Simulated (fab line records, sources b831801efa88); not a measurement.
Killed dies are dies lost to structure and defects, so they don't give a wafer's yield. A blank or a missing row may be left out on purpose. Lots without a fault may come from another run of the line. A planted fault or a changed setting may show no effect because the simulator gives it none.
fab line records | flow sky130
record lots=7 wafers=21 last_day=50
route steps=708 shown VIA4@644
lots that met no fault: from a run of the same line without faults
start_h: hours from the record's first day to the start of the lot's first wafer shown | wait_h: hours since the lot's step before | " the same as in the row above | L1.1+2: a row that stands for several wafers | - no value, or no start given | * or withheld: withheld | < > ~ a bound
route shown NAME@n: a module of which the file shows steps, and the number in the route of the first | usual: mean/standard deviation of fault-free wafers | same: alike in all rows | chamber/n: place in a boat | sites: the reading at each site | _std_site: their standard deviation | _edge_site: outer sites' mean less inner sites' | radius_mm: how far each site lies from the wafer's centre | mask NAME#n: copy n | behind: the tool/chamber that last shaped the wafer | hold: why the lot was held/for how many hours/how that ended | device: the transistor (n, p or np) that didn't switch | end of line: the same wafers' tests at the end of the route | a step without rows: its recipe alone | killed: dies lost to structure and defects at the first sort, not the wafer's yield | map: a wafer's dies, x killed, . not, _ none there
set.NAME: the setting as run; set.NAME@STEP: as run at that earlier step | model.NAME: the simulator's own value behind a step, which no gauge read
lots at some steps of the route; a table a step, a row a wafer
services: from which hour (start_h, from the record's first day; less than 0 if before it) a tool's chamber was out of use, for how many hours, and why
## steps
# step SKY_VIA4_HMDS_05
# recipe prime_time_s=60 prime_temp_c=120
# step SKY_VIA4_COAT_06
# recipe resist=NOVOLAK spin_rpm=3000 resist_thk_nm=1140
# step SKY_VIA4_SOFTBAKE_07
# recipe temp_c=90 time_s=60 resist=NOVOLAK
# step SKY_VIA4_EXPOSE_08
# recipe mask_id=VIM4 na=0.6 source_shape=conventional sigma_outer=0.6 polarization=unpolarized target_cd_nm=800 dose_mj=132
# step SKY_VIA4_PEB_09
# recipe temp_c=withheld time_s=* resist=NOVOLAK
# step SKY_VIA4_DEVELOP_10
# recipe resist=NOVOLAK developer=TMAH develop_time_s=60 dev_temp_c=23
# step SKY_VIA4_OVL_MEAS_11
# usual VIA4_OVL=0.0/1.5
# columns lot.wafer tool chamber start_h wait_h VIA4_OVL[nm]
L308.1 overlay-02 - 1031.55 0.1 0.9
L308.3 " - " " 1.8
L308.6 " - " " 2.5
L309.1 overlay-01 - 1038.85 0.1 1.0
L309.4 " - " " -0.1
L309.6 " - " " 1.3
L315.2 overlay-02 - 1066.26 0.1 -0.3
L315.4 " - " " 0.5
L315.5 " - " " -1.4
L316.1 overlay-01 - 1074.24 0.1 -0.1
L316.5 " - " " 2.5
L316.6 " - " " 0.9
L317.3 overlay-02 - 1082.00 0.1 -1.9
L317.4 " - " " 0.6
L317.6 " - " " 0.8
L318.3 overlay-01 - 1087.86 0.1 0.3
L318.5 " - " " 0.7
L318.6 " - " " -1.3
L328.1 overlay-01 - 1141.70 0.1 0.2
L328.5 " - " " 1.0
L328.6 " - " " -0.1
# step SKY_VIA4_ETCH_12
# recipe target=SiO2 chemistry=C4F8/O2/Ar stop_on=TiN mask_material=NOVOLAK source_w=1500 bias_w=1200 pressure_mtorr=40 c4f8_flow_sccm=withheld O2_flow_sccm=6 Ar_flow_sccm=300 time_s=withheld target_depth_a=5800
# usual oes_product_au=0.936/0.005
# columns lot.wafer tool chamber start_h wait_h oes_product_au
L308.1 rie_diel-03 2 1031.59 0.0 0.936
L308.3 " 0 " " 0.939
L308.6 " 0 " " 0.937
L309.1 rie_diel-01 3 1038.89 0.0 0.931
L309.4 " 1 " " 0.931
L309.6 " 1 " " 0.933
L315.2 rie_diel-03 0 1066.29 0.0 0.940
L315.4 " 3 " " 0.937
L315.5 " 2 " " 0.936
L316.1 rie_diel-01 0 1074.27 0.0 0.940
L316.5 " 0 " " 0.932
L316.6 " 1 " " 0.947
L317.3 rie_diel-02 0 1082.02 0.0 0.937
L317.4 " 2 " " 0.937
L317.6 " 0 " " 0.932
L318.3 rie_diel-03 1 1087.88 0.0 0.938
L318.5 " 2 " " 0.943
L318.6 " 3 " " 0.941
L328.1 rie_diel-01 2 1141.74 0.0 0.933
L328.5 " 3 " " 0.931
L328.6 " 2 " " 0.936
# step SKY_VIA4_STRIP_13
# recipe chemistry=O2/N2 power_w=1400 pressure_mtorr=1500 platen_temp_c=withheld o2_flow_sccm=3000 n2_flow_sccm=300 overash_fraction=0.5
# usual drypump_motor_current_A=5.50/0.23 oes_product_au=0.709/0.0043 strip_time_to_endpoint_s=12.81/0.031
# columns lot.wafer tool chamber start_h wait_h drypump_motor_current_A oes_product_au rf_hours_counter_h strip_time_to_endpoint_s
L308.1 plasma_asher-03 0 1031.66 - 5.58 0.708 59 12.80
L308.3 " 0 " " 5.56 0.712 - 12.79
L308.6 " 0 " " 5.56 0.718 - 12.83
L309.1 plasma_asher-03 0 1038.96 - 5.58 0.706 60 12.81
L309.4 " 0 " " 5.59 0.705 - 12.81
L309.6 " 0 " " 5.57 0.712 - 12.77
L315.2 plasma_asher-03 1 1066.36 - 5.64 0.706 64 12.84
L315.4 " 1 " " 5.65 0.707 - 12.81
L315.5 " 0 " " 5.62 0.705 - 12.78
L316.1 plasma_asher-02 1 1074.34 - 5.09 0.713 1 12.86
L316.5 " 0 " " 5.67 0.712 - 12.83
L316.6 " 1 " " 5.09 0.711 - 12.83
L317.3 plasma_asher-03 0 1082.13 - 5.56 0.710 - 12.81
L317.4 " 1 " " 5.64 0.704 - 12.82
L317.6 " 1 " " 5.64 0.709 - 12.82
L318.3 plasma_asher-03 1 1087.99 - 5.64 0.707 - 12.77
L318.5 " 0 " " 5.60 0.714 - 12.80
L318.6 " 1 " " 5.66 0.705 - 12.82
L328.1 plasma_asher-01 0 1141.81 - 5.21 0.708 37 12.80
L328.5 " 1 " " 5.65 0.712 - 12.83
L328.6 " 0 " " 5.24 0.716 - 12.83
# step SKY_VIA4_STRIP_14
# recipe chemistry=post_etch_residue_remover time_s=1200 temp_c=72.5
# step SKY_VIA4_CLEAN_15
# recipe chemistry=IPA time_s=180 temp_c=25
# step SKY_VIA4_CLEAN_16
# recipe chemistry=O3/DIW dry=n2_spin
# step SKY_VIA4_SPUTTER_17
# recipe material=TiN target_thk_nm=20 chamber_pressure_pa=5 power_w=4000 time_s=80
# usual cathode_dc_power_W=4000.0/0.74 chamber_pressure_pa=5.000/0.0093 throttle_valve_pct=30.3/1
# columns lot.wafer tool chamber start_h wait_h cathode_dc_power_W chamber_pressure_pa throttle_valve_pct
L308.1 pvd_sputter-03 - 1032.25 0.0 3999.1 5.011 30.0
L308.3 " - " " 3998.6 4.996 30.0
L308.6 " - " " 4001.0 5.003 29.7
L309.1 pvd_sputter-01 - 1039.59 0.0 4000.7 5.002 31.2
L309.4 " - " " 3999.7 4.996 29.5
L309.6 " - " " 3999.5 5.004 29.4
L315.2 pvd_sputter-01 - 1067.29 0.0 - - -
L315.4 " - " " - - -
L315.5 " - " " - - -
L316.1 pvd_sputter-03 - 1075.08 0.0 - - -
L316.5 " - " " - - -
L316.6 " - " " - - -
L317.3 pvd_sputter-01 - 1082.78 0.0 - - -
L317.4 " - " " - - -
L317.6 " - " " - - -
L318.3 pvd_sputter-03 - 1088.89 0.0 3999.3 5.005 30.8
L318.5 " - " " 3999.9 5.005 30.1
L318.6 " - " " 3999.3 4.997 30.6
L328.1 pvd_sputter-02 - 1142.43 0.0 3999.6 5.005 31.7
L328.5 " - " " 4000.7 4.994 29.9
L328.6 " - " " 3999.9 5.006 28.7
# step SKY_VIA4_CVD_18
# recipe material=W target_thk_nm=505 time_s=152.14 temp_c=400 pressure_torr=38.1
# usual heater_power_w=833/42
# columns lot.wafer tool chamber start_h wait_h heater_power_w
L308.1 cvd_w-01 0 1032.31 0.0 903
L308.3 " 0 " " 889
L308.6 " 0 " " 902
L309.1 cvd_w-01 0 1039.65 0.0 900
L309.4 " 0 " " 888
L309.6 " 1 " " 790
L315.2 cvd_w-02 0 1067.36 0.0 833
L315.4 " 0 " " 819
L315.5 " 0 " " 847
L316.1 cvd_w-02 1 1075.14 0.0 796
L316.5 " 1 " " 806
L316.6 " 0 " " 816
L317.3 cvd_w-02 0 1082.89 0.1 852
L317.4 " 1 " " 800
L317.6 " 0 " " 815
L318.3 cvd_w-01 0 1089.00 0.1 903
L318.5 " 0 " " 881
L318.6 " 1 " " 787
L328.1 cvd_w-01 1 1142.49 0.0 783
L328.5 " 0 " " 892
L328.6 " 1 " " 783
## services
# columns tool chamber start_h hours kind
rie_diel-01 - 1011.53 14.6 pm
plasma_asher-01 - 1022.59 12.5 repair
rie_diel-03 0 1034.57 - clean
rie_diel-03 0 1034.57 21.6 scheduled_down
rie_diel-03 0 1034.57 21.6 vent_cycle
plasma_asher-02 - 1046.09 2.5 repair
plasma_asher-01 - 1047.77 25.3 repair
plasma_asher-02 - 1055.33 9.0 pm
plasma_asher-02 0 1055.33 9.0 vent_cycle
plasma_asher-02 1 1055.33 9.0 vent_cycle
rie_diel-02 - 1060.15 15.6 pm
cvd_w-02 - 1061.46 0.7 repair
plasma_asher-02 0 1064.33 - clean
plasma_asher-02 1 1064.33 - clean
rie_diel-03 2 1066.54 9.2 repair
pvd_sputter-03 - 1085.52 1.1 repair
pvd_sputter-02 - 1087.53 5.3 repair
pvd_sputter-01 - 1099.34 0.6 repair
rie_diel-03 1 1099.49 7.7 repair
pvd_sputter-01 - 1108.35 2.0 repair
pvd_sputter-01 - 1109.12 1.2 repair
cvd_w-01 1 1128.44 6.7 repair
pvd_sputter-03 - 1135.99 4.0 repair
## key
first_sign step=SKY_VIA4_SPUTTER_17 reading=tool_record direction=missing
effect none on later readings
met_at SKY_VIA4_SPUTTER_17
struck_wafers L315.2,L315.4,L315.5,L316.1,L316.5,L316.6,L317.3,L317.4,L317.6
later_rows_left_out L315.2,L315.4,L315.5,L316.1,L316.5,L316.6,L317.3,L317.4,L317.6
sort_left_out L315.2,L315.4,L315.5,L316.1,L316.5,L316.6,L317.3,L317.4,L317.6
onset_between 1039.59 1067.29
fault kind=skipped_step_whole tool=pvd_sputter-01,pvd_sputter-03 chamber=- onset_h=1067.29 steps=SKY_VIA4_SPUTTER_17 scope=struck_lots_only
# sort_left_out: the simulated sort isn't trusted on such a fault, so these wafers' sort isn't shown, and their yield isn't known
# later_rows_left_out: the simulator's readings of these wafers behind a module that went badly wrong aren't trusted and aren't shown, but for the sort
